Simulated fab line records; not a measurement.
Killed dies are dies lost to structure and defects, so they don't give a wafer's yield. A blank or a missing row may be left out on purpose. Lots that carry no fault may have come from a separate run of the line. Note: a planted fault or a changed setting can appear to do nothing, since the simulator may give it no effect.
The tool behind it: which one? | flow sky130 | Sampling: 10 lots, 30 wafers, 6 of 708 route steps

WHAT THE GAUGES READ, wafer by wafer
SKY_CAP2M_THK_MEAS_01.
lot  | measured     | on            | CAP2M_CVD_00_THK (nm)
L821 | day 41 09:31 | film metro-02 | 15.58 15.54 15.59
L825 | day 42 23:23 | film metro-04 | 15.55 15.87 15.99
L827 | day 43 05:46 | film metro-04 | 15.28 15.16 15.46
L828 | day 43 17:40 | film metro-02 | 15.74 15.82 15.62
L829 | day 44 01:24 | film metro-01 | 15.30 15.36 15.84
L832 | day 44 23:02 | film metro-04 | 15.47 15.47 15.69
L834 | day 45 10:17 | film metro-01 | 15.60 15.81 15.98
L836 | day 45 13:32 | film metro-02 | 15.40 15.91 15.83
L837 | day 46 00:02 | film metro-04 | 15.26 15.53 15.59
L840 | day 46 10:54 | film metro-04 | 15.54 15.21 15.87

SKY_CAP2M_RS_MEAS_03: the measuring method here is four-point-probe.
lot  | measured     | on            | CAP2M_TIN_RS (ohm/sq)
L821 | day 41 09:41 | film metro-04 | 6.91 6.90 6.87
L825 | day 42 23:35 | film metro-02 | 6.98 6.95 6.96
L827 | day 43 05:56 | film metro-04 | 6.81 6.80 6.78
L828 | day 43 17:51 | film metro-02 | 6.91 6.91 6.96
L829 | day 44 01:34 | film metro-02 | 6.89 6.95 6.98
L832 | day 44 23:13 | film metro-01 | 6.80 6.77 6.82
L834 | day 45 10:28 | film metro-02 | 6.91 6.93 6.87
L836 | day 45 13:43 | film metro-04 | 7.59 7.51 7.54
L837 | day 46 00:12 | film metro-02 | 7.64 7.62 7.61
L840 | day 46 11:05 | film metro-01 | 7.06 7.06 7.11

SKY_CAP2M_THK_MEAS_04: measures by xrf.
lot  | measured     | on            | CAP2M_TIN_THK (nm)
L821 | day 41 09:48 | film metro-04 | 203.1 203.7 204.5
L825 | day 42 23:40 | film metro-02 | 199.6 199.5 199.9
L827 | day 43 06:04 | film metro-04 | 205.2 206.2 207.6
L828 | day 43 17:58 | film metro-02 | 200.3 200.6 199.8
L829 | day 44 01:41 | film metro-02 | 201.5 199.7 199.1
L832 | day 44 23:19 | film metro-01 | 205.3 207.3 205.3
L834 | day 45 10:34 | film metro-02 | 200.8 199.8 201.8
L836 | day 45 13:50 | film metro-04 | 185.2 186.4 186.5
L837 | day 46 00:19 | film metro-02 | 182.2 183.2 184.3
L840 | day 46 11:11 | film metro-01 | 197.4 197.9 195.5

SKY_CAP2M_OVL_MEAS_12.
lot  | measured     | on         | CAP2M_OVL (nm)
L821 | day 42 10:04 | overlay-01 | 0.7 -0.4 1.6
L825 | day 43 23:37 | overlay-01 | 0.6 3.2 -0.1
L827 | day 44 05:54 | overlay-01 | 1.1 0.7 0.2
L828 | day 44 17:40 | overlay-01 | 0.2 -1.1 0.4
L829 | day 45 00:45 | overlay-01 | 1.6 2.3 -1.4
L832 | day 45 21:22 | overlay-02 | 0.2 -1.2 -2.9
L834 | day 46 08:52 | overlay-02 | 1.2 2.7 2.3
L836 | day 46 11:42 | overlay-01 | -1.4 -1.1 -0.6
L837 | day 46 21:36 | overlay-01 | -0.8 0.8 -1.1
L840 | day 47 08:52 | overlay-01 | -0.9 1.7 0.8

EACH LOT AND THE TOOL THAT RAN IT (in order: tool; ch and the chambers of the sampled wafers; start)
lot  | SKY_CAP2M_CVD_00                | SKY_CAP2M_SPUTTER_02
L821 | pecvd-04 ch 0,1,2, day 41 09:29 | pvd sputter-01, day 41 09:34
L825 | pecvd-02 ch 0,1,2, day 42 23:20 | pvd sputter-01, day 42 23:25
L827 | pecvd-02 ch 1,2, day 43 05:45   | pvd sputter-01, day 43 05:50
L828 | pecvd-02 ch 0,1,2, day 43 17:38 | pvd sputter-02, day 43 17:43
L829 | pecvd-04 ch 1,2, day 44 01:22   | pvd sputter-02, day 44 01:28
L832 | pecvd-04 ch 0,1, day 44 23:00   | pvd sputter-02, day 44 23:05
L834 | pecvd-03 ch 0,1,2, day 45 10:14 | pvd sputter-01, day 45 10:19
L836 | pecvd-02 ch 0,1, day 45 13:31   | pvd sputter-01, day 45 13:36
L837 | pecvd-02 ch 1,2, day 46 00:01   | pvd sputter-01, day 46 00:05
L840 | pecvd-04 ch 0,1,2, day 46 10:52 | pvd sputter-03, day 46 10:57
- SKY_CAP2M_CVD_00: deposits SiO2, target thk 15.5 nm.
- SKY_CAP2M_SPUTTER_02: material TiN, target thk 200 nm, time 166.7 s.

AS READ BY THE TOOLS THEMSELVES (means over the sampled wafers that have a number; for cases with no such wafer, the mark the record gives instead)
SKY_CAP2M_CVD_00.
lot  | tool     | heater power outer w (W) | heater power w (W) | susceptor temp C (C)
L821 | pecvd-04 | 431                      | 742                | 399.86
L825 | pecvd-02 | 381                      | 672                | 399.78
L827 | pecvd-02 | 384                      | 692                | 400.18
L828 | pecvd-02 | 382                      | 664                | 399.95
L829 | pecvd-04 | 388                      | 704                | 400.14
L832 | pecvd-04 | 408                      | 710                | 399.98
L834 | pecvd-03 | 459                      | 790                | 400.17
L836 | pecvd-02 | 316                      | 569                | 400.02
L837 | pecvd-02 | 415                      | 739                | 399.95
L840 | pecvd-04 | 407                      | 710                | 399.87

SKY_CAP2M_SPUTTER_02.
lot  | tool           | cathode dc power W (W) | susceptor temp C (C) | throttle valve pct (%)
L821 | pvd sputter-01 | 6501.9                 | 300.07               | 29.1
L825 | pvd sputter-01 | 6499.2                 | 300.08               | 28.5
L827 | pvd sputter-01 | 6499.7                 | 300.05               | 29.7
L828 | pvd sputter-02 | 6499.7                 | 300.10               | 30.3
L829 | pvd sputter-02 | 6499.6                 | 299.99               | 30.5
L832 | pvd sputter-02 | 6501.1                 | 300.26               | 30.4
L834 | pvd sputter-01 | 6500.9                 | 300.06               | 30.2
L836 | pvd sputter-01 | 5914.8                 | 299.89               | 28.5
L837 | pvd sputter-01 | 5912.9                 | 300.07               | 30.5
L840 | pvd sputter-03 | 6500.1                 | 300.12               | 30.3

THE ANSWER, worked out from the rows above alone
Rule: what is usual is taken from the lots themselves. The widest of any qualifying gaps counts: lots, ordered by their means at a reading, are off when they make up no more than a third of the lots, leave a main group of 4 or more, and stand apart from it by 3 or more times the standard deviation of that group's means. A main group is skipped when, at the precision printed for the reading in the tables above, its means are all equal. A lot without any number at a reading at which 4 lots or more have one is off too. Any other lot the step has rows for is counted as sound. Order of review: gauges by route order, followed by the tools' own readings, for which a lot's mean as printed above is used. At the first step where some lot is off, the reading lying furthest off is the one used; lots without a number count as furthest.
Off: at SKY_CAP2M_RS_MEAS_03 (CAP2M_TIN_RS), L836, L837. The main group: mean 6.91 ohm/sq, standard deviation 0.085.
A tool fits if, at a process step before that reading, it ran every lot that is off, and no sound lot after the first of them. Not tried: the gauges at SKY_CAP2M_RS_MEAS_03; whatever is off there is also off at SKY_CAP2M_SPUTTER_02, on other tools, and gauge error can't account for it. Can't be told from this: 2 tools fit, pecvd-02 at SKY_CAP2M_CVD_00, pvd sputter-01 at SKY_CAP2M_SPUTTER_02.

WHAT THE SIMULATOR HAD INSERTED
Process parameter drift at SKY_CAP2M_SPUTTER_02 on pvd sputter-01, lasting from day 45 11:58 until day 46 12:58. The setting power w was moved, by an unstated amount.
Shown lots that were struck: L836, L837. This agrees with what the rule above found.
